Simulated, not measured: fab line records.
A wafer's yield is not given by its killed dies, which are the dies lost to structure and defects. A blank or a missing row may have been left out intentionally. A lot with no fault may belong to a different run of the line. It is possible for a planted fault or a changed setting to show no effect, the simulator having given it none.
A lot that was struck, set against a sound lot || flow sky130 || 18 out of 708 route steps
Sound: the wafers L995.1, L995.2, L995.4. Struck: wafers L998.1, L998.6. (L998.4 of the same lot was not struck and is left out.) The cause comes at the end.
For every step that has rows: the tool of each side, followed by ch and its chambers, followed by its first start. Under that, the readings that differ: sound wafers || struck wafers || difference of the means || sigmas: that difference in standard deviations of wafers without a fault.
alike: words and numbers the same on both sides, and readings whose means are apart by under 2 such deviations; not compared: readings that were withheld, readings missing a value for some wafer, numbers with overlapping values and no deviation given by the record, and bounds like >300 which may hide the same value.
The two part at a step that has a row with sigmas, a row that says differs or no value, or rows on one side only. Numbers that have no deviation but don't overlap get no sigmas and don't part them. A reading missing from all wafers of one side parts the sides only when that side holds two or more wafers.

first, 1 step without rows for these wafers: SKY_FIELD_ISO_DEVELOP_12 (develop time 60 s).
SKY_FIELD_ISO_CD_MEAS_13: the cd target is 150 nm.
  struck on cd-sem-02, day 4 02:37; sound on cd-sem-02, day 3 12:32
  alike: cd-nm
SKY_FIELD_ISO_ETCH_14: etches BARC in N2/H2, stops on SiO2, time 45.9 s, target depth 60 nm.
  sound on rie-diel-02 ch 0,1,2, day 3 12:39; struck on rie-diel-01 ch 1,3, day 4 02:44
  alike: drypump-motor-current-A, oes-product-au, throttle-valve-pct
  not compared: rf-hours-counter-h
SKY_FIELD_ISO_ETCH_15: etches the open film in CHF3/O2, stops on Si, target depth 180 nm, time 72 s.
  sound on rie-diel-02 ch 0,1,2, day 3 12:41; struck on rie-diel-01 ch 1,3, day 4 02:47
  alike: drypump-motor-current-A, oes-product-au, throttle-valve-pct
  not compared: rf-hours-counter-h
SKY_FIELD_ISO_STRIP_16: strips in O2/N2.
  sound on plasma-asher-02 ch 0,1, day 3 12:45; struck on plasma-asher-03 ch 0, day 4 02:50
  alike: drypump-motor-current-A, oes-product-au, strip-time-to-endpoint-s
  not compared: rf-hours-counter-h
SKY_FIELD_ISO_ETCH_17: etches Si in HBr/Cl2/O2, target depth 342 nm, time 97.7 s.
  sound on rie-si-01 ch 0,2,3, day 3 12:51; struck on rie-si-02 ch 1,2, day 4 02:56
  alike: drypump-motor-current-A, oes-product-au, throttle-valve-pct
  not compared: rf-hours-counter-h
then, 5 steps without rows for these wafers: SKY_FIELD_ISO_WET_ETCH_18 (etches Si3N4 in H3PO4, target depth 25 nm, time 286 s); SKY_FIELD_ISO_CLEAN_19 (cleans in SC1/SC2, time 150 s); SKY_FIELD_ISO_CLEAN_20 (cleans in dHF, time 20 s); SKY_FIELD_ISO_WET_ETCH_21 (etches SiO2 in dHF, target depth 20 nm, time 400 s); SKY_FIELD_ISO_OXIDATION_22 (stabilise 600 s, purge 300 s, target thk 10 nm).
SKY_FIELD_ISO_THK_MEAS_23:
  struck on film-metro-03, day 4 06:12; sound on film-metro-02, day 3 15:32
  alike: FIELD_ISO_OXIDATION_01_THK
SKY_FIELD_ISO_CVD_24: deposits SiO2, target thk 595 nm, time 99.2 s.
  sound on hdpcvd-02 ch 0,1, day 3 15:36; struck on hdpcvd-02 ch 0,2, day 4 06:16
{"reading": "model.SiO2_of_FIELD_ISO_CVD_24.thk-nm (nm)", "sound": "606 600.8 602.5", "struck": "1066 1070", "difference": "+465", "sigmas": ""}
SKY_FIELD_ISO_THK_MEAS_25:
  struck on film-metro-01, day 4 06:20; sound on film-metro-03, day 3 15:40
{"reading": "FIELD_ISO_CVD_24_THK (nm)", "sound": "605 601 602", "struck": "1065 1071", "difference": "+465", "sigmas": "+66"}
then, 1 step without rows for these wafers: SKY_FIELD_ISO_ANNEAL_26 (time 1800 s).
SKY_FIELD_ISO_CMP_27: polishes, stops on Si3N4, t overpolish 16 s, target thk 457.8 nm.
  sound on cmp-01 ch 0,1,3, day 3 19:27; struck on cmp-01 ch 0,3, day 4 09:09
{"reading": "time-to-endpoint-s (s)", "sound": "111 102 110", "struck": "200 202", "difference": "+93", "sigmas": "+20"}
  alike: motor-current-A
then, 1 step without rows for these wafers: SKY_FIELD_ISO_WET_ETCH_28 (etches SiO2 in dHF, target depth 23.7 nm, time 47 s).
SKY_PAD_OPEN_PROBE_99:
  the record has rows for the sound wafers here (prober-02, day 47 09:31) and none for the struck ones

== WHERE THEY PART ==
At SKY_FIELD_ISO_THK_MEAS_25 first; at SKY_PAD_OPEN_PROBE_99 last (within this record only).

WHY: what had been put in by the simulator
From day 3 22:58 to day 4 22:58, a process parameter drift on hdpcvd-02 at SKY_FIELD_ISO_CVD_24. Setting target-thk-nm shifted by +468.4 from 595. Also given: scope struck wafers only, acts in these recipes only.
